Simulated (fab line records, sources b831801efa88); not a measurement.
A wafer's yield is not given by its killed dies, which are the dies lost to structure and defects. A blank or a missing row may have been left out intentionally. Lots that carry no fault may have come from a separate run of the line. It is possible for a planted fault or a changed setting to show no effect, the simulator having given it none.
fab line records	flow sky130
[record] lots = 7	wafers = 21	lastDay = 50
route steps=708 shown VT_ADJUST_NCORE@128 VT_ADJUST_HVTR@131 VT_ADJUST_PCH@143 PAD_OPEN@708
lots with no fault: from the same line, run without faults
startH: hours from the record's first day to the start of the lot's first wafer shown	waitH: hours from the lot's prior step to this one	" unchanged from the row above	L1.1+2: several wafers, shown together as one row	- value missing, or start not given	* or withheld: withheld	< > ~ a bound
route shown NAME@n: NAME is a module with steps in the file, n the number in the route of the first one	usual: the fault-free wafers' mean and standard deviation	same: alike in all rows	chamber/n: place in a boat	sites: readings site by site	_std_site: the values' standard deviation	_edge_site: outer sites' mean less inner sites'	radiusMm: for every site, how far away it sits from the centre of the wafer	mask NAME#n: copy n	behind: the tool/chamber that last shaped the wafer	hold: reason for holding the lot/hours on hold/outcome of the hold	device: the transistor (n, p or np) that didn't switch	end of line: the tests these same wafers got at the end of their route	step lacking rows: just its recipe	killed: the dies lost at the first sort to structure and to defects; this is not the yield of the wafer	map: shows each die of a wafer: x if killed, . if not, _ if none is there
set.NAME: the setting that was run; set.NAME@STEP: the one run at that earlier step	model.NAME: the simulator's own value behind a step, which no gauge read
lots at selected steps of the route; one table per step, one row per wafer
services: from which hour (startH, from the record's first day; less than 0 if before it) a tool's chamber was out of use, for how many hours, and why
[[steps]]
[step SKY_VT_ADJUST_NCORE_IMPLANT_09]
[recipe] species = B	energyKev = 10	doseCm2 = 2.4e+12	tiltDeg = withheld
[step SKY_VT_ADJUST_NCORE_STRIP_10]
[recipe] chemistry = O2/N2	powerW = 1400	pressureMtorr = 1500	platenTempC = withheld	o2FlowSccm = 3000	n2FlowSccm = 300	overashFraction = 0.5
[usual] drypumpMotorCurrentA = 5.8/0.54	n2FlowSccm = 299.9/0.91	oesProductAu = 0.715/0.0043	stripTimeToEndpointS = 14.19/0.044
[same] overashFraction = 0.5
lot.wafer	tool	chamber	startH	waitH	drypumpMotorCurrentA	n2FlowSccm	oesProductAu	rfHoursCounterH	stripTimeToEndpointS
L199.1	plasmaAsher-01	0	199.06	0.1	6.8	297.6	0.718	9	14.14
L199.2	"	1	"	"	5.8	300.4	0.712	9	14.11
L199.3	"	0	"	"	6.7	299.0	0.717	-	14.09
L201.2	plasmaAsher-04	0	214.68	0.1	5.7	301.1	0.708	47	14.16
L201.3	"	1	"	"	6.1	300.0	0.715	-	14.17
L201.5	"	1	"	"	6.1	299.3	0.710	-	14.18
L209.2	plasmaAsher-04	1	272.01	0.1	6.1	299.3	0.717	53	14.16
L209.3	"	1	"	"	6.1	301.3	0.712	-	14.20
L209.5	"	0	"	"	5.7	300.2	0.716	-	14.23
L210.1	plasmaAsher-04	0	279.76	0.1	5.7	299.7	0.716	54	14.24
L210.2	"	1	"	"	6.1	301.1	0.714	54	14.25
L210.4	"	0	"	"	5.7	299.8	0.716	-	14.23
L211.2	plasmaAsher-04	1	284.21	0.1	6.1	301.0	0.722	55	14.24
L211.3	"	1	"	"	6.1	299.4	0.715	-	14.23
L211.4	"	0	"	"	5.7	300.6	0.720	-	14.28
L212.3	plasmaAsher-01	1	290.05	0.1	5.8	301.6	0.714	-	14.16
L212.5	"	0	"	"	6.7	299.2	0.717	-	14.17
L212.6	"	1	"	"	5.8	299.6	0.713	-	14.20
L219.1	plasmaAsher-01	1	342.51	0.1	5.8	301.2	0.719	23	14.29
L219.3	"	1	"	"	5.8	297.7	0.717	-	14.22
L219.4	"	0	"	"	6.8	300.0	0.714	-	14.28
[step SKY_VT_ADJUST_NCORE_TW_MEAS_11]
[usual] VT_ADJUST_NCORE_TW = 218.6/1.6
lot.wafer	tool	chamber	startH	waitH	VT_ADJUST_NCORE_TW
L199.1	filmMetro-02	-	199.16	0.1	221.1
L199.2	"	-	"	"	221.0
L199.3	"	-	"	"	221.4
L201.2	filmMetro-02	-	214.79	0.1	221.0
L201.3	"	-	"	"	220.4
L201.5	"	-	"	"	220.2
L209.2	filmMetro-01	-	272.12	0.1	218.0
L209.3	"	-	"	"	216.6
L209.5	"	-	"	"	218.3
L210.1	filmMetro-02	-	279.86	0.1	220.0
L210.2	"	-	"	"	220.2
L210.4	"	-	"	"	220.7
L211.2	filmMetro-02	-	284.32	0.1	220.6
L211.3	"	-	"	"	219.8
L211.4	"	-	"	"	220.3
L212.3	filmMetro-01	-	290.13	0.1	217.9
L212.5	"	-	"	"	217.8
L212.6	"	-	"	"	218.3
L219.1	filmMetro-03	-	342.61	0.1	219.0
L219.3	"	-	"	"	217.3
L219.4	"	-	"	"	218.1
[step SKY_VT_ADJUST_HVTR_DEHYDRATE_00]
[recipe] tempC = 200	timeS = 60
[step SKY_VT_ADJUST_HVTR_HMDS_01]
[recipe] primeTimeS = 60	primeTempC = 120
[step SKY_VT_ADJUST_HVTR_COAT_02]
[recipe] resist = NOVOLAK	spinRpm = 3000	resistThkNm = 1140
[step SKY_VT_ADJUST_HVTR_SOFTBAKE_03]
[recipe] tempC = 90	timeS = 60	resist = NOVOLAK
[step SKY_VT_ADJUST_HVTR_EXPOSE_04]
[recipe] maskId = HVTRM	targetCdNm = 380	na = 0.6	sourceShape = conventional	sigmaOuter = 0.6	doseMj = 150
[step SKY_VT_ADJUST_HVTR_PEB_05]
[recipe] tempC = withheld	timeS = *	resist = NOVOLAK
[step SKY_VT_ADJUST_HVTR_DEVELOP_06]
[recipe] developTimeS = 60	devTempC = 23
[step SKY_VT_ADJUST_HVTR_CD_MEAS_07]
[recipe] targetCdNm = 380
[usual] cdNm = 380.0/2.7
lot.wafer	tool	chamber	startH	waitH	cdNm
L199.1	cdSem-01	-	221.51	0.1	381.1
L199.2	"	-	"	"	379.0
L199.3	"	-	"	"	376.8
L201.2	cdSem-01	-	237.50	0.1	378.0
L201.3	"	-	"	"	379.0
L201.5	"	-	"	"	376.9
L209.2	cdSem-02	-	297.95	0.1	380.2
L209.3	"	-	"	"	377.5
L209.5	"	-	"	"	375.6
L210.1	cdSem-02	-	305.81	0.1	380.2
L210.2	"	-	"	"	379.7
L210.4	"	-	"	"	380.6
L211.2	cdSem-02	-	309.53	0.1	382.0
L211.3	"	-	"	"	383.3
L211.4	"	-	"	"	381.4
L212.3	cdSem-02	-	315.90	0.1	373.4
L212.5	"	-	"	"	373.7
L212.6	"	-	"	"	374.3
L219.1	cdSem-02	-	371.01	0.1	373.6
L219.3	"	-	"	"	376.3
L219.4	"	-	"	"	375.4
[step SKY_VT_ADJUST_HVTR_OVL_MEAS_08]
[usual] VT_ADJUST_HVTR_OVL = 0.3/1.5
lot.wafer	tool	chamber	startH	waitH	VT_ADJUST_HVTR_OVL[nm]
L199.1	overlay-01	-	221.63	0.1	1.1
L199.2	"	-	"	"	0.6
L199.3	"	-	"	"	1.6
L201.2	overlay-01	-	237.61	0.1	2.1
L201.3	"	-	"	"	3.1
L201.5	"	-	"	"	-0.5
L209.2	overlay-01	-	298.06	0.1	0.7
L209.3	"	-	"	"	0.3
L209.5	"	-	"	"	1.0
L210.1	overlay-01	-	305.93	0.1	1.8
L210.2	"	-	"	"	0.3
L210.4	"	-	"	"	-0.3
L211.2	overlay-01	-	309.63	0.1	0.6
L211.3	"	-	"	"	0.2
L211.4	"	-	"	"	-0.1
L212.3	overlay-02	-	315.99	0.1	0.9
L212.5	"	-	"	"	0.6
L212.6	"	-	"	"	1.6
L219.1	overlay-01	-	371.13	0.1	-3.5
L219.3	"	-	"	"	-2.1
L219.4	"	-	"	"	-2.6
[step SKY_VT_ADJUST_HVTR_IMPLANT_09]
[recipe] species = B	energyKev = 10	doseCm2 = 2.1e+12	tiltDeg = withheld
[usual] beamOnS = 10.00/0.2	endStationPressureTorr = 5.02e-06/2.9e-07	faradayCurrentUA = 11.84/0.24
lot.wafer	tool	chamber	startH	waitH	beamOnS	endStationPressureTorr	faradayCurrentUA
L199.1	implanter-04	0	221.66	0.0	10.01	5.02e-06	11.83
L199.2	"	0	"	"	9.99	5.47e-06	11.85
L199.3	"	0	"	"	10.15	5.08e-06	11.71
L201.2	implanter-03	0	237.67	0.0	9.94	4.91e-06	11.95
L201.3	"	0	"	"	9.85	4.76e-06	11.98
L201.5	"	0	"	"	9.69	5.22e-06	12.22
L209.2	implanter-04	0	298.11	0.0	11.98	8.905e-05	9.92
L209.3	"	0	"	"	11.98	9.392e-05	9.93
L209.5	"	0	"	"	11.94	9.835e-05	10.00
L210.1	implanter-01	0	305.96	0.0	10.34	5.69e-06	11.43
L210.2	"	0	"	"	9.98	5.18e-06	11.85
L210.4	"	0	"	"	10.29	4.89e-06	11.43
L211.2	implanter-04	0	309.69	0.0	12.08	9.867e-05	9.87
L211.3	"	0	"	"	11.82	9.812e-05	10.03
L211.4	"	0	"	"	12.01	8.804e-05	9.85
L212.3	implanter-04	0	316.06	0.1	12.15	9.411e-05	9.82
L212.5	"	0	"	"	12.03	8.504e-05	9.85
L212.6	"	0	"	"	12.23	0.00010005	9.71
L219.1	implanter-01	0	371.16	0.0	10.20	5.39e-06	11.57
L219.3	"	0	"	"	10.06	4.81e-06	11.80
L219.4	"	0	"	"	9.94	5e-06	11.90
[step SKY_VT_ADJUST_HVTR_STRIP_10]
[recipe] chemistry = O2/N2	powerW = 1400	pressureMtorr = 1500	platenTempC = withheld	o2FlowSccm = 3000	n2FlowSccm = 300	overashFraction = 0.5
[usual] drypumpMotorCurrentA = 5.7/0.57	n2FlowSccm = 299.9/0.93	oesProductAu = 0.715/0.0042	stripTimeToEndpointS = 14.20/0.039
[same] overashFraction = 0.5
lot.wafer	tool	chamber	startH	waitH	drypumpMotorCurrentA	n2FlowSccm	oesProductAu	rfHoursCounterH	stripTimeToEndpointS
L199.1	plasmaAsher-02	0	221.81	0.1	5.3	300.6	0.721	41	14.14
L199.2	"	1	"	"	5.1	299.1	0.712	41	14.16
L199.3	"	0	"	"	5.3	301.4	0.717	-	14.13
L201.2	plasmaAsher-03	0	237.79	0.1	5.6	299.3	0.713	58	14.21
L201.3	"	1	"	"	5.3	300.4	0.715	-	14.21
L201.5	"	1	"	"	5.3	299.8	0.713	-	14.17
L209.2	plasmaAsher-01	1	298.24	0.1	5.8	299.5	0.707	19	14.19
L209.3	"	0	"	"	6.7	300.1	0.717	-	14.15
L209.5	"	0	"	"	6.8	300.3	0.716	-	14.20
L210.1	plasmaAsher-01	0	306.11	0.1	6.7	299.3	0.712	20	14.28
L210.2	"	1	"	"	5.8	301.1	0.722	20	14.29
L210.4	"	1	"	"	5.8	300.3	0.708	-	14.27
L211.2	plasmaAsher-03	1	309.81	0.1	5.3	298.7	0.719	65	14.21
L211.3	"	1	"	"	5.3	299.4	0.716	-	14.25
L211.4	"	0	"	"	5.6	300.8	0.715	-	14.20
L212.3	plasmaAsher-03	1	316.20	0.1	5.2	298.9	0.725	-	14.19
L212.5	"	1	"	"	5.3	298.9	0.723	-	14.16
L212.6	"	0	"	"	5.6	300.8	0.727	-	14.17
L219.1	plasmaAsher-01	0	371.31	0.1	6.8	298.5	0.716	26	14.23
L219.3	"	1	"	"	5.8	301.3	0.720	-	14.23
L219.4	"	0	"	"	6.8	300.4	0.720	-	14.26
[step SKY_VT_ADJUST_HVTR_TW_MEAS_11]
[usual] VT_ADJUST_HVTR_TW = 209.4/1
lot.wafer	tool	chamber	startH	waitH	VT_ADJUST_HVTR_TW
L199.1	filmMetro-01	-	221.91	0.1	209.1
L199.2	"	-	"	"	208.7
L199.3	"	-	"	"	208.7
L201.2	filmMetro-04	-	237.90	0.1	209.5
L201.3	"	-	"	"	210.9
L201.5	"	-	"	"	211.1
L209.2	filmMetro-03	-	298.35	0.1	221.9
L209.3	"	-	"	"	220.4
L209.5	"	-	"	"	219.9
L210.1	filmMetro-01	-	306.21	0.1	210.4
L210.2	"	-	"	"	210.2
L210.4	"	-	"	"	210.2
L211.2	filmMetro-01	-	309.92	0.1	221.4
L211.3	"	-	"	"	220.9
L211.4	"	-	"	"	221.2
L212.3	filmMetro-04	-	316.28	0.1	219.3
L212.5	"	-	"	"	220.3
L212.6	"	-	"	"	219.3
L219.1	filmMetro-01	-	371.41	0.1	211.7
L219.3	"	-	"	"	210.0
L219.4	"	-	"	"	209.9
[step SKY_VT_ADJUST_PCH_DEHYDRATE_00]
[recipe] tempC = 200	timeS = 60
[step SKY_PAD_OPEN_PROBE_99]
[usual] killed_at_M0_to_M3 = 44/7.2	killed_at_M4_up = 2.9/1.8	killedAtContacts = 24/5.6	killedAtFrontEnd = 15/4.2	killedAtOther = 0.4/0.71	killedDies = 86/9.2	killedOpen = 47/7.2	killedShort = 39/5.7
[same] grossDies = 492	killedAtBackSide = 0
lot.wafer	tool	chamber	startH	waitH	killed_at_M0_to_M3	killed_at_M4_up	killedAtContacts	killedAtFrontEnd	killedAtOther	killedDies	killedOpen	killedShort	model.etest.pfet_01v8_mvt.driveUaUm	model.etest.pfet_01v8_mvt.offLog10AUm	model.etest.pfet_01v8_mvt.vtSatV	model.etest.pfet_01v8_mvt.vtV	model.etest.pfet_01v8_mvt.vtLongV
L199.1	prober-02	-	1088.58	0.1	45	2	18	16	1	82	42	40	144.4	-11.45	-0.6047	-0.6878	-0.8995
L199.2	prober-02	-	1088.63	0.1	46	2	18	13	2	81	39	42	144.8	-11.33	-0.6029	-0.6876	-0.9022
L199.3	prober-02	-	1088.68	0.2	53	1	14	16	1	85	34	51	148.6	-11.28	-0.6007	-0.6853	-0.8959
L201.2	prober-02	-	1105.11	0.1	36	2	28	11	0	77	37	40	151.7	-10.65	-0.5651	-0.6512	-0.8535
L201.3	prober-02	-	1105.16	0.2	46	2	29	13	1	91	51	40	152.5	-10.73	-0.5648	-0.6519	-0.8592
L201.5	prober-02	-	1105.26	0.2	41	7	29	17	0	94	50	44	152.1	-10.63	-0.5611	-0.649	-0.8591
L209.2	prober-02	-	1155.27	0.1	47	2	27	20	0	96	53	40	156.6	-9.994	-0.5137	-0.6082	-0.8154
L209.3	prober-02	-	1155.32	0.2	46	4	21	17	0	88	51	37	159	-9.979	-0.5133	-0.6036	-0.8141
L209.5	prober-02	-	1155.42	0.2	38	3	17	16	1	75	41	33	156.6	-9.98	-0.5142	-0.6053	-0.8165
L210.1	prober-01	-	1160.35	0.1	37	3	12	15	0	67	35	32	147.8	-10.95	-0.5741	-0.66	-0.8653
L210.2	prober-01	-	1160.40	0.1	28	2	20	14	0	64	34	30	148.9	-10.77	-0.5699	-0.6569	-0.869
L210.4	prober-01	-	1160.50	0.2	40	2	22	11	0	75	40	35	148.7	-10.77	-0.5689	-0.6566	-0.8682
L211.2	prober-02	-	1163.58	0.1	43	2	32	17	0	94	51	42	160.8	-9.622	-0.4859	-0.5815	-0.8012
L211.3	prober-02	-	1163.63	0.2	44	4	26	15	0	89	54	35	159.4	-9.655	-0.481	-0.5781	-0.8019
L211.4	prober-02	-	1163.68	0.2	39	3	26	16	0	84	46	37	160.1	-9.723	-0.4877	-0.5838	-0.8075
L212.3	prober-01	-	1166.97	0.2	41	4	19	15	0	79	41	38	159.9	-9.693	-0.486	-0.5963	-0.8202
L212.5	prober-01	-	1167.07	0.2	54	3	20	12	0	89	53	36	157.5	-9.726	-0.4912	-0.5975	-0.8186
L212.6	prober-01	-	1167.12	0.2	46	2	16	17	0	81	38	43	157.5	-9.849	-0.4975	-0.5993	-0.8181
L219.1	prober-01	-	1200.18	0.1	37	4	22	16	0	79	38	40	146.4	-11.44	-0.6237	-0.7024	-0.9076
L219.3	prober-01	-	1200.28	0.2	47	3	19	18	0	87	45	41	148.5	-11.35	-0.607	-0.6907	-0.8995
L219.4	prober-01	-	1200.33	0.2	35	4	21	11	1	72	41	29	149.2	-11.47	-0.6198	-0.703	-0.9072
// killed by level:class
L199.1 VIA3:geometricParticle:open=12 VIA1:geometricParticle:open=7 VIA1:geometricParticle:short=6 FIELD_ISO:geometricParticle:short=5 LOCAL_INTERCONNECT:geometricParticle:short=5 METAL1:geometricParticle:short=5 POLY_GATE:geometricParticle:open=4 LI_CONTACT:geometricParticle:open=4
L199.2 VIA3:geometricParticle:open=9 LOCAL_INTERCONNECT:geometricParticle:short=6 METAL1:geometricParticle:short=6 VIA1:geometricParticle:short=6 VIA1:geometricParticle:open=6 METAL2:geometricParticle:short=6 CONTACT:geometricParticle:open=5 VIA2:geometricParticle:open=5
L199.3 VIA1:geometricParticle:open=9 VIA1:geometricParticle:short=9 METAL2:geometricParticle:short=8 POLY_GATE:geometricParticle:short=7 VIA3:geometricParticle:open=7 CONTACT:geometricParticle:short=6 METAL1:geometricParticle:short=6 VIA2:geometricParticle:open=5
L201.2 CONTACT:geometricParticle:open=13 VIA1:geometricParticle:short=7 POLY_GATE:geometricParticle:short=5 CONTACT:geometricParticle:short=5 VIA3:geometricParticle:short=5 LI_CONTACT:geometricParticle:open=4 VIA1:geometricParticle:open=4 METAL2:geometricParticle:short=4
L201.3 CONTACT:geometricParticle:open=11 VIA1:geometricParticle:open=9 VIA2:geometricParticle:open=7 LI_CONTACT:geometricParticle:open=7 CONTACT:geometricParticle:short=7 VIA3:geometricParticle:open=7 VIA1:geometricParticle:short=6 METAL1:geometricParticle:short=5
L201.5 CONTACT:geometricParticle:open=12 VIA1:geometricParticle:open=10 VIA2:geometricParticle:open=10 VIA1:geometricParticle:short=7 FIELD_ISO:geometricParticle:short=6 LI_CONTACT:geometricParticle:open=6 CONTACT:geometricParticle:short=6 METAL4:geometricParticle:short=6
L209.2 VIA1:geometricParticle:open=13 LI_CONTACT:geometricParticle:open=8 VIA1:geometricParticle:short=8 METAL1:geometricParticle:short=7 CONTACT:geometricParticle:open=7 FIELD_ISO:geometricParticle:open=5 LOCAL_INTERCONNECT:geometricParticle:short=5 METAL2:geometricParticle:short=5
L209.3 CONTACT:geometricParticle:open=9 VIA3:geometricParticle:open=9 METAL1:geometricParticle:short=7 VIA1:geometricParticle:short=7 VIA1:geometricParticle:open=7 VIA3:geometricParticle:short=5 POLY_GATE:geometricParticle:open=5 CONTACT:geometricParticle:short=5
L209.5 VIA1:geometricParticle:open=9 VIA3:geometricParticle:open=9 LOCAL_INTERCONNECT:geometricParticle:short=6 METAL1:geometricParticle:short=5 VIA2:geometricParticle:open=5 FIELD_ISO:geometricParticle:open=4 LI_CONTACT:geometricParticle:open=4 FIELD_ISO:geometricParticle:short=3
L210.1 VIA1:geometricParticle:open=11 VIA1:geometricParticle:short=8 CONTACT:geometricParticle:open=5 METAL1:geometricParticle:short=5 VIA2:geometricParticle:open=5 FIELD_ISO:geometricParticle:open=4 METAL3:geometricParticle:short=4 LOCAL_INTERCONNECT:geometricParticle:short=3
L210.2 METAL1:geometricParticle:short=7 LOCAL_INTERCONNECT:geometricParticle:short=6 LI_CONTACT:geometricParticle:open=5 CONTACT:geometricParticle:open=5 FIELD_ISO:geometricParticle:open=4 VIA1:geometricParticle:short=4 VIA1:geometricParticle:open=4 VIA2:geometricParticle:open=4
L210.4 VIA1:geometricParticle:open=14 VIA1:geometricParticle:short=9 LI_CONTACT:geometricParticle:open=8 CONTACT:geometricParticle:open=6 LI_CONTACT:geometricParticle:short=5 METAL1:geometricParticle:short=4 POLY_GATE:geometricParticle:open=3 METAL2:geometricParticle:short=3
L211.2 LI_CONTACT:geometricParticle:open=10 CONTACT:geometricParticle:open=9 FIELD_ISO:geometricParticle:open=8 CONTACT:geometricParticle:short=8 VIA1:geometricParticle:open=8 VIA1:geometricParticle:short=7 VIA3:geometricParticle:open=7 FIELD_ISO:geometricParticle:short=4
L211.3 CONTACT:geometricParticle:open=11 LI_CONTACT:geometricParticle:open=10 VIA1:geometricParticle:open=10 VIA3:geometricParticle:open=9 POLY_GATE:geometricParticle:short=5 VIA1:geometricParticle:short=5 METAL1:geometricParticle:short=4 VIA3:geometricParticle:short=3
L211.4 VIA1:geometricParticle:open=13 LI_CONTACT:geometricParticle:open=10 CONTACT:geometricParticle:open=10 FIELD_ISO:geometricParticle:short=6 VIA1:geometricParticle:short=5 FIELD_ISO:geometricParticle:open=4 CONTACT:geometricParticle:short=4 METAL2:geometricParticle:short=4
L212.3 VIA2:geometricParticle:open=8 VIA1:geometricParticle:open=6 CONTACT:geometricParticle:open=6 FIELD_ISO:geometricParticle:open=5 VIA3:geometricParticle:open=5 LOCAL_INTERCONNECT:geometricParticle:short=5 METAL2:geometricParticle:short=5 POLY_GATE:geometricParticle:short=4
L212.5 VIA1:geometricParticle:open=14 VIA1:geometricParticle:short=9 VIA2:geometricParticle:open=8 LI_CONTACT:geometricParticle:open=8 METAL2:geometricParticle:short=7 POLY_GATE:geometricParticle:open=5 CONTACT:geometricParticle:open=5 METAL1:geometricParticle:short=4
L212.6 VIA1:geometricParticle:open=10 VIA1:geometricParticle:short=10 METAL2:geometricParticle:short=6 LOCAL_INTERCONNECT:geometricParticle:short=5 CONTACT:geometricParticle:open=5 METAL3:geometricParticle:short=5 FIELD_ISO:geometricParticle:short=4 POLY_GATE:geometricParticle:short=4
L219.1 VIA1:geometricParticle:open=7 CONTACT:geometricParticle:short=6 CONTACT:geometricParticle:open=6 VIA1:geometricParticle:short=6 LI_CONTACT:geometricParticle:open=5 METAL1:geometricParticle:short=5 LOCAL_INTERCONNECT:geometricParticle:short=4 METAL2:geometricParticle:short=4
L219.3 VIA1:geometricParticle:open=13 CONTACT:geometricParticle:open=8 VIA2:geometricParticle:open=8 METAL1:geometricParticle:short=7 METAL2:geometricParticle:short=7 FIELD_ISO:geometricParticle:short=6 FIELD_ISO:geometricParticle:open=5 CONTACT:geometricParticle:short=4
L219.4 VIA1:geometricParticle:open=7 CONTACT:geometricParticle:open=7 METAL1:geometricParticle:open=5 VIA3:geometricParticle:open=5 POLY_GATE:geometricParticle:open=4 LI_CONTACT:geometricParticle:open=4 LOCAL_INTERCONNECT:geometricParticle:short=4 VIA1:geometricParticle:short=4
[[services]]
tool	chamber	startH	hours	kind
implanter-03	-	175.60	3.7	repair
implanter-04	-	202.04	4.4	pm
plasmaAsher-03	-	204.81	2.8	pm
implanter-03	-	218.61	4.1	pm
implanter-03	-	224.60	1.5	repair
implanter-03	-	245.53	5.1	repair
implanter-03	-	256.21	3.9	repair
plasmaAsher-03	-	264.34	5.6	repair
implanter-03	-	270.47	109.0	pm
plasmaAsher-02	-	285.37	3.1	repair
plasmaAsher-04	-	287.35	3.8	repair
plasmaAsher-02	-	297.92	4.2	repair
plasmaAsher-01	-	309.62	1.1	repair
implanter-04	-	349.46	3.4	repair
[[key]]
[firstSign] step = SKY_VT_ADJUST_HVTR_IMPLANT_09	reading = endStationPressureTorr	direction = up	sigmas = 99+	usual = 5.02e-06	struck = 9.393e-05
[effect] step = SKY_VT_ADJUST_HVTR_IMPLANT_09	reading = beamOnS	direction = up	sigmas = 10	usual = 10.00	struck = 12.02
[effect] step = SKY_VT_ADJUST_HVTR_TW_MEAS_11	reading = VT_ADJUST_HVTR_TW	direction = up	sigmas = 11	usual = 209.4	struck = 220.5
[modelEffect] step = SKY_PAD_OPEN_PROBE_99	value = etest.pfet_01v8_mvt.driveUaUm	without = 150.5	struck = 158.6
metAt SKY_VT_ADJUST_HVTR_IMPLANT_09
struckWafers L209.2,L209.3,L209.5,L211.2,L211.3,L211.4,L212.3,L212.5,L212.6
testerLeftOut L209,L211,L212
onsetBetween 221.66 298.11
[fault] kind = processParameterDrift	tool = implanter-04	chamber = -	onsetH = 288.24	steps = SKY_VT_ADJUST_HVTR_IMPLANT_09	channel = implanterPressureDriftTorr	offset = 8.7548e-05	shape = step	endH = 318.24
[fault] kind = processParameterDrift	tool = implanter-04	chamber = -	onsetH = 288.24	steps = SKY_VT_ADJUST_HVTR_IMPLANT_09	channel = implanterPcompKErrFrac	offset = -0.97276	shape = step	endH = 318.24
// testerLeftOut: of these lots the tester's yield and bins aren't shown, on N5 and GAA mostly nor the transistor test; their killed dies are dies lost to structure and defects alone, not to doping, threshold or leakage, so they don't give the yield
